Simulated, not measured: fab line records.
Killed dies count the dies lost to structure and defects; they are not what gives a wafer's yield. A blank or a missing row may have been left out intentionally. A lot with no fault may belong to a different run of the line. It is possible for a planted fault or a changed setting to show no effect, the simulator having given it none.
fab line records    flow gf180mcu
record: lots: 15  wafers: 45  lastDay: 34
route steps=602 shown V1@352 M2@376 V2@400
lots with no fault: from the same line, run without faults
startH: the number of hours between the record's first day and the start of the first shown wafer of the lot    waitH: hours since the lot's step before    " the same as in the row above    L1.1+2: several wafers, shown together as one row    - value missing, or start not given    * or withheld: withheld    < > ~ a bound
route shown NAME@n: names a module that has steps shown in the file, with the first one's number in the route    usual: mean/standard deviation of fault-free wafers    same: alike in all rows    chamber/n: place in a boat    sites: the reading at each site    _std_site: how widely they spread, as a standard deviation    _edge_site: outer sites' mean less inner sites'    radiusMm: how far each site lies from the wafer's centre    mask NAME#n: copy n    behind: tool/chamber where the wafer was last shaped    hold: cause of the lot's hold/its duration in hours/its outcome    device: which transistor (n, p or np) failed to switch    end of line: tests run on the same wafers once the route is complete    for a step that has no rows: nothing shown but its recipe    killed: not the wafer's yield, but the dies lost to structure and defects at the first sort    map: dies across one wafer; x = killed, . = not, _ = none there
set.NAME: the setting the step ran with; set.NAME@STEP: the setting that earlier step ran with    model.NAME: the simulator's own value behind a step, which no gauge read
a sample of lots followed through the steps of the route, with each step as a table and each wafer as a row
services: when a tool's chamber went out of use (startH, in hours from the record's first day, below 0 if earlier), for how many hours, and the reason
== steps ==
step: GF_V1_ETCH_17
recipe: chemistry: C4F8/O2/Ar  maskMaterial: KrF  target: SiO2  stopOn: TiN  sourceW: 1500  biasW: 1200  pressureMtorr: 40  c4f8FlowSccm: withheld  O2_flow_sccm: 6  Ar_flow_sccm: 300  timeS: withheld  targetDepthA: 6300
usual: oesProductAu: 0.848/0.0046
lot.wafer  tool        chamber  startH  waitH  oesProductAu
L170.1     rieDiel-01  2        -       -      0.847
L170.3     "           0        "       "      0.848
L170.4     "           1        "       "      0.842
L171.4     rieDiel-02  0        -       -      0.846
L171.5     "           2        "       "      0.841
L171.6     "           3        "       "      0.853
L172.1     rieDiel-03  2        -       -      0.852
L172.3     "           3        "       "      0.844
L172.6     "           1        "       "      0.842
L174.1     rieDiel-02  0        -       -      0.843
L174.3     "           1        "       "      0.847
L174.4     "           2        "       "      0.843
L175.2     rieDiel-02  1        -       -      0.845
L175.4     "           0        "       "      0.844
L175.6     "           1        "       "      0.848
L177.2     rieDiel-01  2        -       -      0.842
L177.3     "           0        "       "      0.849
L177.4     "           1        "       "      0.846
L180.1     rieDiel-02  1        -       -      0.846
L180.4     "           2        "       "      0.855
L180.5     "           3        "       "      0.841
L183.1     rieDiel-02  2        -       -      0.853
L183.4     "           1        "       "      0.856
L183.5     "           3        "       "      0.849
L185.3     rieDiel-02  1        -       -      0.852
L185.5     "           1        "       "      0.852
L185.6     "           2        "       "      0.853
L186.1     rieDiel-03  0        -       -      0.849
L186.5     "           3        "       "      0.854
L186.6     "           2        "       "      0.849
L189.4     rieDiel-01  1        -       -      0.853
L189.5     "           1        "       "      0.853
L189.6     "           2        "       "      0.851
L188.3     rieDiel-02  0        -       -      0.852
L188.4     "           1        "       "      0.848
L188.5     "           2        "       "      0.849
L190.1     rieDiel-02  1        -       -      0.856
L190.4     "           3        "       "      0.852
L190.6     "           1        "       "      0.849
L191.1     rieDiel-03  1        -       -      0.849
L191.2     "           0        "       "      0.838
L191.6     "           2        "       "      0.856
L192.2     rieDiel-02  0        -       -      0.845
L192.3     "           1        "       "      0.849
L192.4     "           1        "       "      0.853
step: GF_V1_CMP_26
recipe: stopOn: SiO2  downForcePsi: 3.5  platenRpm: 60  tOverpolishS: 15  targetThkNm: 0  padVelocityMS: 0.94248
usual: headPressurePsi: 3.500/0.0079  motorCurrentA: 12.2/0.62  overpolishRunS: 15.000/0.0096  slurryFlowMlMin: 150.1/0.46  timeToEndpointS: 84.9/3
same: tOverpolishS: 15
lot.wafer  tool    chamber  startH  waitH  headPressurePsi  motorCurrentA  overpolishRunS  slurryFlowMlMin  timeToEndpointS
L170.1     cmp-01  2        405.58  0.2    3.489            11.0           15.011          150.0            87.2
L170.4     "       0        "       "      3.494            12.6           15.012          149.5            87.9
L170.3     "       1        "       "      3.502            11.3           15.011          149.9            83.4
L171.4     cmp-02  1        415.21  0.2    3.492            12.5           14.998          150.9            86.2
L171.5     "       2        "       "      3.496            12.1           14.997          150.0            92.8
L171.6     "       3        "       "      3.513            12.8           14.990          149.3            85.7
L172.1     cmp-01  2        426.48  0.1    3.505            11.0           14.997          150.4            90.0
L172.3     "       0        "       "      3.493            12.7           14.986          149.9            88.7
L172.6     "       3        "       "      3.510            11.9           14.999          150.6            85.0
L174.3     cmp-02  1        443.20  0.0    3.494            11.5           14.989          150.3            85.4
L174.1     "       2        "       "      3.497            11.6           15.004          149.9            88.4
L174.4     "       0        "       "      3.487            12.5           15.008          150.2            85.9
L175.2     cmp-02  1        460.16  0.1    3.489            12.4           14.989          150.5            83.0
L175.4     "       2        "       "      3.508            11.6           15.000          149.8            85.9
L175.6     "       3        "       "      3.510            12.9           15.006          150.1            83.7
L177.4     cmp-01  0        476.77  0.0    3.497            13.5           14.993          150.7            87.6
L177.3     "       1        "       "      3.498            12.1           15.006          149.0            89.5
L177.2     "       2        "       "      3.499            10.3           14.986          150.1            88.1
L180.1     cmp-02  0        508.93  0.1    3.525            12.9           15.020          149.8            83.1
L180.4     "       3        "       "      3.491            13.6           15.008          149.7            83.3
L180.5     "       0        "       "      3.508            12.2           14.999          150.0            83.5
L183.4     cmp-02  0        530.34  0.2    3.496            12.4           15.021          150.3            82.3
L183.1     "       1        "       "      3.507            11.6           14.999          149.7            84.5
L183.5     "       2        "       "      3.495            12.1           15.000          149.7            85.5
L185.3     cmp-02  1        540.23  0.1    3.497            12.2           0.031           149.5            127.7
L185.5     "       0        "       "      3.506            12.7           0.041           149.7            128.7
L185.6     "       1        "       "      3.488            12.2           0.047           149.8            130.2
L186.1     cmp-02  2        553.57  0.1    3.497            11.5           0.036           150.6            128.8
L186.5     "       2        "       "      3.497            12.1           0.032           150.3            130.5
L186.6     "       3        "       "      3.507            12.5           0.036           150.6            128.9
L189.4     cmp-01  3        579.16  0.0    3.491            11.3           14.995          149.3            88.0
L189.6     "       3        "       "      3.489            11.5           14.991          149.9            83.6
L189.5     "       0        "       "      3.502            13.3           15.008          150.5            90.4
L188.3     cmp-02  3        580.34  0.1    3.508            13.1           0.035           150.7            126.2
L188.4     "       0        "       "      3.493            12.8           0.033           150.4            128.0
L188.5     "       3        "       "      3.503            13.4           0.053           151.0            126.8
L190.4     cmp-01  1        584.10  0.1    3.486            11.6           14.993          149.6            82.3
L190.1     "       2        "       "      3.506            11.5           15.000          149.8            89.3
L190.6     "       1        "       "      3.495            11.7           14.992          150.2            84.6
L191.1     cmp-01  1        594.28  0.1    3.502            12.2           14.999          150.0            84.8
L191.2     "       2        "       "      3.502            11.6           14.999          149.2            87.3
L191.6     "       0        "       "      3.508            13.4           15.006          149.9            85.5
L192.4     cmp-01  1        606.27  0.0    3.498            12.2           14.992          150.2            82.8
L192.2     "       2        "       "      3.509            11.3           15.003          150.2            83.7
L192.3     "       3        "       "      3.507            11.1           15.017          149.8            79.4
step: GF_M2_CD_MEAS_14
recipe: targetCdNm: 280
usual: cdNm: 280.1/1.3
lot.wafer  tool      chamber  startH  waitH  cdNm
L170.1     cdSem-01  -        430.21  0.1    281.2
L170.3     "         -        "       "      279.3
L170.4     "         -        "       "      280.5
L171.4     cdSem-02  -        439.58  0.1    280.8
L171.5     "         -        "       "      279.9
L171.6     "         -        "       "      281.0
L172.1     cdSem-02  -        451.32  0.1    280.0
L172.3     "         -        "       "      280.1
L172.6     "         -        "       "      279.1
L174.1     cdSem-02  -        468.02  0.1    280.3
L174.3     "         -        "       "      279.9
L174.4     "         -        "       "      280.0
L175.2     cdSem-02  -        484.73  0.1    279.9
L175.4     "         -        "       "      279.8
L175.6     "         -        "       "      279.2
L177.2     cdSem-01  -        501.40  0.2    276.1
L177.3     "         -        "       "      276.9
L177.4     "         -        "       "      276.5
L180.1     cdSem-01  -        532.36  0.1    281.6
L180.4     "         -        "       "      281.7
L180.5     "         -        "       "      281.1
L183.1     cdSem-01  -        553.23  0.1    280.6
L183.4     "         -        "       "      281.1
L183.5     "         -        "       "      279.8
L189.4     cdSem-02  -        600.81  0.1    278.3
L189.5     "         -        "       "      278.9
L189.6     "         -        "       "      278.3
L190.1     cdSem-01  -        605.91  0.1    282.6
L190.4     "         -        "       "      283.3
L190.6     "         -        "       "      281.9
L191.1     cdSem-01  -        615.46  0.1    279.5
L191.2     "         -        "       "      279.3
L191.6     "         -        "       "      279.2
L192.2     cdSem-01  -        628.03  0.1    280.9
L192.3     "         -        "       "      280.9
L192.4     "         -        "       "      280.4
step: GF_V2_STRIP_18
recipe: chemistry: O2/N2  powerW: 1400  pressureMtorr: 1500  platenTempC: 250  o2FlowSccm: 3000  n2FlowSccm: 300  overashFraction: 0.5
usual: drypumpMotorCurrentA: 5.8/0.48  heaterPowerW: 351/21  oesProductAu: 0.594/0.0045
lot.wafer  tool            chamber  startH  waitH  drypumpMotorCurrentA  heaterPowerW  oesProductAu  rfHoursCounterH
L170.1     plasmaAsher-03  1        457.04  -      4.9                   312           0.597         80
L170.3     "               0        "       "      5.4                   332           0.595         -
L170.4     "               1        "       "      4.9                   319           0.604         -
L171.4     plasmaAsher-02  0        465.48  -      6.5                   389           0.595         -
L171.5     "               0        "       "      6.5                   378           0.590         -
L171.6     "               1        "       "      6.0                   360           0.586         -
L172.1     plasmaAsher-02  1        476.99  -      6.0                   361           0.598         5
L172.3     "               1        "       "      6.0                   355           0.597         -
L172.6     "               1        "       "      6.0                   362           0.592         -
L174.1     plasmaAsher-01  0        494.14  -      6.1                   359           0.590         41
L174.3     "               1        "       "      5.5                   342           0.593         -
L174.4     "               0        "       "      6.2                   356           0.603         -
L175.2     plasmaAsher-03  0        510.14  -      5.4                   326           0.596         85
L175.4     "               1        "       "      4.9                   320           0.593         -
L175.6     "               0        "       "      5.4                   324           0.595         -
L177.2     plasmaAsher-01  0        526.41  -      6.1                   370           0.596         45
L177.3     "               1        "       "      5.5                   337           0.591         -
L177.4     "               0        "       "      6.1                   375           0.594         -
L180.1     plasmaAsher-01  1        556.54  -      5.5                   341           0.598         49
L180.4     "               1        "       "      5.5                   335           0.599         -
L180.5     "               1        "       "      5.5                   336           0.591         -
L183.1     plasmaAsher-03  0        576.79  -      5.4                   328           0.593         88
L183.4     "               1        "       "      4.9                   319           0.590         -
L183.5     "               1        "       "      4.9                   318           0.589         -
L189.4     plasmaAsher-02  0        623.17  -      6.5                   385           0.596         -
L189.5     "               1        "       "      6.0                   357           0.600         -
L189.6     "               0        "       "      6.5                   383           0.590         -
L190.1     plasmaAsher-01  0        628.64  -      6.2                   367           0.588         57
L190.4     "               1        "       "      5.5                   334           0.594         -
L190.6     "               0        "       "      6.2                   367           0.596         -
L191.1     plasmaAsher-02  1        636.14  -      6.0                   362           0.596         24
L191.2     "               0        "       "      6.5                   384           0.598         24
L191.6     "               1        "       "      6.0                   356           0.595         -
L192.2     plasmaAsher-01  1        650.19  -      5.5                   344           0.589         59
L192.3     "               0        "       "      6.1                   362           0.591         -
L192.4     "               1        "       "      5.5                   338           0.595         -
== services ==
tool            chamber  startH  hours  kind
cmp-02          -        385.19  4.3    repair
rieDiel-03      0        386.24  3.3    repair
rieDiel-02      3        392.98  9.3    repair
rieDiel-02      -        403.21  2.8    pm
cmp-02          -        404.09  4.0    pm
plasmaAsher-02  -        421.25  9.0    pm
rieDiel-02      1        423.33  5.9    repair
rieDiel-02      -        452.75  0.2    repair
rieDiel-01      0        523.78  6.3    repair
plasmaAsher-03  -        525.42  36.4   repair
cmp-01          -        527.73  6.5    pm
rieDiel-01      0        534.45  6.8    repair
rieDiel-02      1        541.17  -      clean
cmp-01          -        572.00  4.0    pm
rieDiel-01      -        583.99  2.8    pm
cmp-02          -        593.05  4.1    repair
plasmaAsher-03  -        597.67  3.7    repair
rieDiel-03      3        599.30  4.8    repair
rieDiel-02      2        600.72  16.9   repair
cmp-02          -        618.42  6.4    repair
cmp-01          -        618.97  20.4   repair
plasmaAsher-01  -        632.55  4.6    repair
rieDiel-01      2        638.62  6.2    repair
cmp-02          -        648.27  1.9    repair
== key ==
firstSign: step: GF_V1_CMP_26  reading: overpolishRunS  direction: down  sigmas: 99+  usual: 15.000  struck: 0.038
effect: step: GF_V1_CMP_26  reading: timeToEndpointS  direction: up  sigmas: 15  usual: *  struck: *
metAt GF_V1_CMP_26
struckLots L185,L186,L188
laterRowsLeftOut L185.3,L185.5,L185.6,L186.1,L186.5,L186.6,L188.3,L188.4,L188.5
sortLeftOut L185.3,L185.5,L185.6,L186.1,L186.5,L186.6,L188.3,L188.4,L188.5
notActingAt GF_V1_ETCH_17,GF_M2_CD_MEAS_14,GF_V2_STRIP_18
onsetBetween 530.34 540.23
fault: kind: processParameterDrift  tool: cmp-02  chamber: -  onsetH: 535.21  steps: GF_V1_CMP_26  channel: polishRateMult  offset: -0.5  shape: step  endH: 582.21
sortLeftOut: the simulated sort isn't trusted on such a fault, so these wafers' sort isn't shown, and their yield isn't known
laterRowsLeftOut: the simulator's readings of these wafers behind a module that went badly wrong aren't trusted and aren't shown, but for the sort
